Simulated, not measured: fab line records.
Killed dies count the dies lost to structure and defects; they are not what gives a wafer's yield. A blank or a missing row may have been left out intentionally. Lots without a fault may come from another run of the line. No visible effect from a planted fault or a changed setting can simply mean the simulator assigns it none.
Shared-tool check + flow sky130 + 12 lots, 36 wafers sampled

== THE REASON FOR OPENING IT ==
2 of 12 lots carry a flag on the reading NWELL_TW at SKY_NWELL_TW_MEAS_15. No-fault wafers: 1804, standard deviation 18.
Rule: a lot is flagged in two cases, either no wafer of it has a number, or all its wafers with numbers fall more than 4 standard deviations from that mean. All remaining lots are regarded as sound.

| lot  | measured     | on            | NWELL_TW, wafer by wafer | flag    |
|------|--------------|---------------|--------------------------|---------|
| L905 | day 4 14:23  | film-metro-01 | 1789 1791 1793           |         |
| L907 | day 5 05:17  | film-metro-01 | 1792 1797 1796           |         |
| L908 | day 5 10:40  | film-metro-02 | 1789 1784 1783           |         |
| L909 | day 5 13:05  | film-metro-04 | 1847 1840 1852           |         |
| L910 | day 5 16:29  | film-metro-02 | 1623 1624 1618           | FLAGGED |
| L911 | day 5 23:49  | film-metro-01 | 1617 1641 1638           | FLAGGED |
| L914 | day 6 14:31  | film-metro-02 | 1797 1802 1800           |         |
| L915 | day 7 00:53  | film-metro-01 | 1789 1793 1798           |         |
| L921 | day 8 15:47  | film-metro-04 | 1831 1834 1829           |         |
| L922 | day 8 17:58  | film-metro-01 | 1790 1795 1793           |         |
| L927 | day 9 21:32  | film-metro-01 | 1798 1794 1803           |         |
| L928 | day 10 08:18 | film-metro-02 | 1796 1786 1797           |         |
The numbers of the flagged lots are 1627 on average: -177 against the usual, or -10 standard deviations.

== WHICH TOOL RAN EACH LOT ==
The record keeps 1 process step preceding the reading, out of 708 steps on the route. Each cell gives the tool, then ch followed by the chambers the sampled wafers passed through, then the start.
| lot  | flag    | SKY_NWELL_IMPLANT_11            |
|------|---------|---------------------------------|
| L905 |         | implanter-01 ch 0, day 4 13:50  |
| L907 |         | implanter-04 ch 0, day 5 04:45  |
| L908 |         | implanter-04 ch 0, day 5 10:07  |
| L909 |         | implanter-04 ch 0, day 5 12:33  |
| L910 | FLAGGED | implanter-04 ch 0, day 5 15:56  |
| L911 | FLAGGED | implanter-04 ch 0, day 5 23:17  |
| L914 |         | implanter-01 ch 0, day 6 13:58  |
| L915 |         | implanter-01 ch 0, day 7 00:20  |
| L921 |         | implanter-01 ch 0, day 8 15:14  |
| L922 |         | implanter-03 ch 0, day 8 17:25  |
| L927 |         | implanter-04 ch 0, day 9 20:59  |
| L928 |         | implanter-01 ch 0, day 10 07:45 |
What these steps do:
- SKY_NWELL_IMPLANT_11
- SKY_NWELL_TW_MEAS_15

== FLAGGED AGAINST TOTAL, ONE TOOL AT A TIME (gauges that did the reading follow at the end) ==
| step                 | tool          | lots run | flagged | share of the flagged lots | sound lots run after its first flagged lot |
|----------------------|---------------|----------|---------|---------------------------|--------------------------------------------|
| SKY_NWELL_IMPLANT_11 | implanter-01  | 5        | 0       | none                      | -                                          |
| SKY_NWELL_IMPLANT_11 | implanter-03  | 1        | 0       | none                      | -                                          |
| SKY_NWELL_IMPLANT_11 | implanter-04  | 6        | 2       | all                       | 1 (L927)                                   |
| SKY_NWELL_TW_MEAS_15 | film-metro-01 | 6        | 1       | some                      | 3 (L915,L922,L927)                         |
| SKY_NWELL_TW_MEAS_15 | film-metro-02 | 4        | 1       | some                      | 2 (L914,L928)                              |
| SKY_NWELL_TW_MEAS_15 | film-metro-04 | 2        | 0       | none                      | -                                          |

== WHAT THE TABLE ALLOWS ==
In the table, 1 row covers all flagged lots: implanter-04 at SKY_NWELL_IMPLANT_11.
- implanter-04 at SKY_NWELL_IMPLANT_11 ran 6 lots, 2 of them flagged. Sound lots followed the first flagged one (L927) on it, something a lasting fault affecting the whole tool could not allow. Its own readings lie more than 4 standard deviations out on every wafer of the flagged lots: dose-ions-cm2, faraday-current-uA.
No row of the table ran every flagged lot and no sound lot after the first.

== WHAT WAS PUT IN BY THE SIMULATOR ==
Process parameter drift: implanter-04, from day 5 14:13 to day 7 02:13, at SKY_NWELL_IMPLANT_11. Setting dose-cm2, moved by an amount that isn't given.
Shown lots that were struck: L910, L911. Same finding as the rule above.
